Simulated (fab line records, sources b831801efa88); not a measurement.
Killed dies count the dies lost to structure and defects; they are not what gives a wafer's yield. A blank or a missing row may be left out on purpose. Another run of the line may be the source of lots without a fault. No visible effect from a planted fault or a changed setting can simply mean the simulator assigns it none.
fab line records    flow gf180mcu    part 2 of 2: steps 29 to 39 of 39
record lots=5  wafers=15  last-day=34
route steps=602 shown V1@345 M2@362 V2@382
lots that met no fault: from a run of the same line without faults
start-h: start of the lot's first displayed wafer, in hours after the record's first day    wait-h: time in hours since the lot's previous step    " same as the row above    L1.1+2: several wafers, shown together as one row    - value missing, or start not given    * or withheld: withheld    < > ~ a bound
route shown NAME@n: NAME is a module with steps in the file, n the number in the route of the first one    usual: the fault-free wafers' mean and standard deviation    same: alike in all rows    chamber/n: place in a boat    sites: each site's reading    _std_site: their standard deviation    _edge_site: inner sites' mean taken away from outer sites' mean    radius-mm: how far each site lies from the wafer's centre    mask NAME#n: copy n    behind: the most recent tool/chamber to have shaped the wafer    hold: cause of the lot's hold/its duration in hours/its outcome    device: names the non-switching transistor (n, p or np)    end of line: at the end of the route, the tests of the same wafers    a step given without rows: its recipe and nothing more    killed: dies lost to structure and defects at the first sort, not the wafer's yield    map: a wafer's dies, x killed, . not, _ none there
set.NAME: the run value of the setting; set.NAME@STEP: its run value at that earlier step    model.NAME: the simulator's own value behind a step, which no gauge read
a table for each step, a row for each wafer; lots at some steps of the route
services: from which hour (start-h, from the record's first day; less than 0 if before it) a tool's chamber was out of use, for how many hours, and why
## steps
# step GF_M2_EXPOSE_11
# recipe mask-id=Metal2  target-cd-nm=280  na=0.68  source-shape=conventional  sigma-outer=0.6  dose-mj=28
# usual exposure-dose-mJ-cm2=27.996/0.03
# same na=0.68
lot.wafer  tool            chamber  start-h  wait-h  mask      exposure-dose-mJ-cm2
L074.1     krf-scanner-02  0        -        -       Metal2#0  27.970
L074.5     "               0        "        "       Metal2#0  27.954
L074.6     "               0        "        "       Metal2#0  27.985
L080.4     krf-scanner-01  0        -        -       Metal2#0  27.941
L080.5     "               0        "        "       Metal2#0  27.962
L080.6     "               0        "        "       Metal2#0  27.983
L088.1     krf-scanner-01  0        -        -       Metal2#0  27.998
L088.4     "               0        "        "       Metal2#0  28.037
L088.5     "               0        "        "       Metal2#0  27.999
L092.2     krf-scanner-02  0        -        -       Metal2#0  28.014
L092.5     "               0        "        "       Metal2#0  27.945
L092.6     "               0        "        "       Metal2#0  27.971
L097.2     krf-scanner-02  0        -        -       Metal2#0  28.017
L097.5     "               0        "        "       Metal2#0  28.020
L097.6     "               0        "        "       Metal2#0  27.934
# step GF_M2_PEB_12
# recipe peb-temp-c=135  peb-time-s=90  resist=KrF
lot.wafer   tool            chamber  start-h  wait-h
L074.1+5+6  litho-track-02  0        -        -
L080.4+5+6  litho-track-04  0        -        -
L088.1+4+5  litho-track-02  0        -        -
L092.2+5+6  litho-track-01  0        -        -
L097.2+5+6  litho-track-04  0        -        -
# step GF_M2_DEVELOP_13
# recipe develop-time-s=60  dev-temp-c=21
lot.wafer   tool            chamber  start-h  wait-h
L074.1+5+6  litho-track-02  0        435.52   0.2
L080.4+5+6  litho-track-04  0        486.92   0.1
L088.1+4+5  litho-track-02  0        554.62   0.2
L092.2+5+6  litho-track-01  0        587.18   0.2
L097.2+5+6  litho-track-04  0        640.87   0.2
# step GF_M2_CD_MEAS_14
# recipe target-cd-nm=280
# usual cd-nm=279.9/1
lot.wafer  tool       chamber  start-h  wait-h  cd-nm
L074.1     cd-sem-01  -        435.67   0.1     279.7
L074.5     "          -        "        "       279.2
L074.6     "          -        "        "       279.3
L080.4     cd-sem-01  -        487.06   0.1     281.0
L080.5     "          -        "        "       280.7
L080.6     "          -        "        "       280.1
L088.1     cd-sem-02  -        554.77   0.1     279.3
L088.4     "          -        "        "       278.7
L088.5     "          -        "        "       279.1
L092.2     cd-sem-01  -        587.32   0.1     281.6
L092.5     "          -        "        "       280.9
L092.6     "          -        "        "       280.8
L097.2     cd-sem-01  -        641.02   0.1     280.7
L097.5     "          -        "        "       279.5
L097.6     "          -        "        "       280.7
# step GF_M2_OVL_MEAS_15
# usual M2_OVL=-3/6
lot.wafer  tool        chamber  start-h  wait-h  M2_OVL[nm]
L074.1     overlay-01  -        435.79   0.1     0
L074.5     "           -        "        "       -1
L074.6     "           -        "        "       -2
L080.4     overlay-02  -        487.14   0.1     3
L080.5     "           -        "        "       -3
L080.6     "           -        "        "       14
L088.1     overlay-02  -        554.89   0.1     -7
L088.4     "           -        "        "       -7
L088.5     "           -        "        "       -10
L092.2     overlay-01  -        587.43   0.1     -6
L092.5     "           -        "        "       -6
L092.6     "           -        "        "       -2
L097.2     overlay-01  -        641.12   0.1     2
L097.5     "           -        "        "       4
L097.6     "           -        "        "       -1
# step GF_M2_METAL_ETCH_16
# recipe chemistry=Cl2/BCl3  mask-material=KrF  target-depth-nm=750.8  stop-on=SiO2  pressure-mtorr=8  icp-w=786.2  bias-w=140  Cl2_flow_sccm=80  bcl3-flow-sccm=40  time-s=125.1
# usual drypump-motor-current-A=5.9/0.43  oes-product-au=0.983/0.0049  throttle-valve-pct=28.237/0.0098
lot.wafer  tool          chamber  start-h  wait-h  drypump-motor-current-A  oes-product-au  rf-hours-counter-h  throttle-valve-pct
L074.1     rie-metal-01  0        435.83   0.0     5.4                      0.988           8                   28.262
L074.5     "             1        "        "       6.1                      0.978           -                   28.228
L074.6     "             0        "        "       5.5                      0.989           -                   28.228
L080.4     rie-metal-01  1        487.28   0.1     6.1                      0.983           -                   28.246
L080.5     "             1        "        "       6.1                      0.983           -                   28.228
L080.6     "             1        "        "       6.1                      0.978           -                   28.237
L088.1     rie-metal-04  1        554.92   0.0     5.4                      0.977           0                   28.241
L088.4     "             1        "        "       5.4                      0.979           -                   28.242
L088.5     "             1        "        "       5.4                      0.978           -                   28.246
L092.2     rie-metal-02  1        587.46   0.0     5.6                      0.974           11                  28.228
L092.5     "             1        "        "       5.6                      0.994           -                   28.236
L092.6     "             0        "        "       6.3                      0.974           -                   28.234
L097.2     rie-metal-02  1        641.15   0.0     5.6                      0.984           12                  28.245
L097.5     "             0        "        "       6.2                      0.978           -                   28.239
L097.6     "             1        "        "       5.6                      0.973           -                   28.232
# step GF_M2_STRIP_17
# recipe chemistry=O2/N2  power-w=1400  pressure-mtorr=1500  platen-temp-c=250  o2-flow-sccm=3000  n2-flow-sccm=300  overash-fraction=0.5
# usual drypump-motor-current-A=5.5/0.37  heater-power-w=349/22  oes-product-au=0.540/0.0044  strip-time-to-endpoint-s=7.43/0.043
lot.wafer  tool             chamber  start-h  wait-h  drypump-motor-current-A  heater-power-w  oes-product-au  rf-hours-counter-h  strip-time-to-endpoint-s
L074.1     plasma-asher-02  1        435.96   0.1     5.5                      359             0.542           1                   7.38
L074.5     "                1        "        "       5.5                      356             0.531           -                   7.40
L074.6     "                0        "        "       5.8                      377             0.536           -                   7.36
L080.4     plasma-asher-01  1        487.45   0.1     4.9                      337             0.539           -                   7.45
L080.5     "                1        "        "       4.9                      342             0.540           -                   7.45
L080.6     "                0        "        "       5.6                      314             0.541           -                   7.45
L088.1     plasma-asher-01  0        555.05   0.1     5.6                      309             0.545           81                  7.43
L088.4     "                0        "        "       5.6                      305             0.537           -                   7.42
L088.5     "                1        "        "       5.0                      342             0.536           -                   7.44
L092.2     plasma-asher-02  1        587.59   0.1     5.5                      366             0.548           16                  7.53
L092.5     "                1        "        "       5.5                      365             0.545           -                   7.50
L092.6     "                0        "        "       5.8                      368             0.540           -                   7.52
L097.2     plasma-asher-03  0        641.28   0.1     5.1                      329             0.540           53                  7.41
L097.5     "                0        "        "       5.0                      323             0.545           -                   7.36
L097.6     "                1        "        "       6.1                      349             0.537           -                   7.38
# step GF_M2_STRIP_18
# recipe chemistry=post-etch-residue-remover  time-s=1200  temp-c=72.5
lot.wafer   tool          chamber  start-h  wait-h
L074.1+5+6  wet-bench-04  2        436.06   0.1
L080.4+5+6  wet-bench-03  3        487.51   0.0
L088.1+4+5  wet-bench-01  2        555.15   0.1
L092.2+5+6  wet-bench-01  2        587.69   0.1
L097.2+5+6  wet-bench-03  1        641.38   0.1
# step GF_M2_CLEAN_19
# recipe chemistry=DIW  dry=n2-spin
lot.wafer   tool          chamber  start-h  wait-h
L074.1+5+6  wet-bench-01  0        436.40   0.0
L080.4+5+6  wet-bench-01  3        487.85   0.0
L088.1+4+5  wet-bench-04  1        555.50   0.0
L092.2+5+6  wet-bench-04  3        588.03   0.0
L097.2+5+6  wet-bench-04  1        641.72   0.0
# step GF_V2_CVD_00
# recipe material=SiO2  target-thk-nm=600  sigma-open-frac=0.3  temp-c=400  time-s=100  sih4-flow-sccm=60  pressure-mtorr=6
lot.wafer   tool       chamber  start-h  wait-h
L074.1+5+6  hdpcvd-02  1,1,2    436.49   0.0
L080.4+5+6  hdpcvd-02  0,1,2    487.98   0.0
L088.1+4+5  hdpcvd-02  1,1,2    555.60   0.0
L092.2+5+6  hdpcvd-02  1,2,0    588.12   0.0
L097.2+5+6  hdpcvd-02  2,1,0    641.81   0.0
# step GF_V2_THK_MEAS_01
# recipe reads=SiO2_of_V2_CVD_00
# usual V2_CVD_00_THK=599/6.2
lot.wafer  tool           chamber  start-h  wait-h  V2_CVD_00_THK[nm]
L074.1     film-metro-03  -        436.56   0.0     599
L074.5     "              -        "        "       598
L074.6     "              -        "        "       596
L080.4     film-metro-02  -        488.05   0.0     599
L080.5     "              -        "        "       603
L080.6     "              -        "        "       592
L088.1     film-metro-03  -        555.68   0.0     604
L088.4     "              -        "        "       606
L088.5     "              -        "        "       595
L092.2     film-metro-02  -        588.20   0.0     602
L092.5     "              -        "        "       592
L092.6     "              -        "        "       599
L097.2     film-metro-04  -        641.90   0.0     591
L097.5     "              -        "        "       599
L097.6     "              -        "        "       596
## services
tool             chamber  start-h  hours  kind
pvd-sputter-03   -        378.91   4.7    repair
krf-scanner-02   -        381.23   0.8    pm
hdpcvd-02        -        384.50   1.9    repair
plasma-asher-02  -        421.25   9.0    pm
plasma-asher-02  -        443.42   1.0    repair
krf-scanner-02   -        443.53   1.0    pm
hdpcvd-02        -        448.33   1.4    repair
krf-scanner-02   -        448.72   0.3    repair
hdpcvd-02        -        465.87   0.8    repair
rie-diel-01      1        469.93   10.9   repair
krf-scanner-02   -        472.01   1.3    pm
plasma-asher-02  -        504.47   0.9    repair
krf-scanner-02   -        550.03   0.8    pm
krf-scanner-02   -        554.25   0.4    repair
rie-diel-01      3        564.13   2.8    repair
hdpcvd-02        -        569.46   14.6   pm
rie-diel-01      2        581.21   27.9   repair
pvd-sputter-03   -        583.97   1.8    repair
krf-scanner-02   -        586.41   4.0    pm
wet-bench-03     -        587.74   6.1    repair
rie-diel-01      3        605.32   4.4    repair
krf-scanner-02   -        612.53   1.0    pm
plasma-asher-02  -        631.02   3.8    repair
rie-diel-01      -        631.31   2.8    pm
